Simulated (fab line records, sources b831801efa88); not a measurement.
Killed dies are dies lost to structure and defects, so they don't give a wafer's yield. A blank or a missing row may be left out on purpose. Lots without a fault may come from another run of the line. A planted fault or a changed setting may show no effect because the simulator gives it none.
Which tool did it? | flow sky130 | 12 lots, 36 wafers sampled, at 1 step of a route of 708

WHAT THE GAUGES READ, wafer by wafer
SKY_PWDE_OVL_MEAS_07.
lot  | measured    | on         | PWDE_OVL (nm)
L075 | day 4 06:11 | overlay-02 | 0.0 0.5 1.2
L076 | day 4 13:39 | overlay-02 | -0.8 0.3 -1.1
L079 | day 5 02:05 | overlay-01 | -0.2 -0.5 0.3
L081 | day 5 13:08 | overlay-02 | 1.4 1.6 1.7
L083 | day 6 01:47 | overlay-02 | 2.3 1.1 1.9
L085 | day 6 09:59 | overlay-01 | -1.7 -0.2 -0.4
L087 | day 6 22:09 | overlay-02 | 1.7 1.6 1.6
L089 | day 7 09:29 | overlay-01 | 1.0 0.9 1.1
L091 | day 7 20:06 | overlay-02 | 1.1 1.1 1.2
L093 | day 8 06:50 | overlay-01 | -2.5 -0.8 -0.5
L095 | day 9 14:47 | overlay-02 | -0.3 1.6 1.0
L097 | day 9 17:50 | overlay-02 | 3.1 1.2 1.5

WHICH TOOL RAN EACH LOT (tool, then ch and the chambers of the sampled wafers, then the start)
The record holds no process step before these readings.

THE ANSWER, worked out from the rows above alone
Rule: what is usual is taken from the lots themselves. Put in order of their means at a reading, lots are off if they are a third of the lots or fewer, leave a main group of 4 or more, and stand apart from it by a gap of 3 or more times the standard deviation of the main group's means; of several such gaps the widest counts. A main group whose means are all the same, to the digits that the tables above print for the reading, isn't used. A lot without any number at a reading at which 4 lots or more have one is off too. The other lots that the step has rows for count as sound.
No lot is off at any reading shown: from this, nothing can be told.

WHAT THE SIMULATOR HAD PUT IN
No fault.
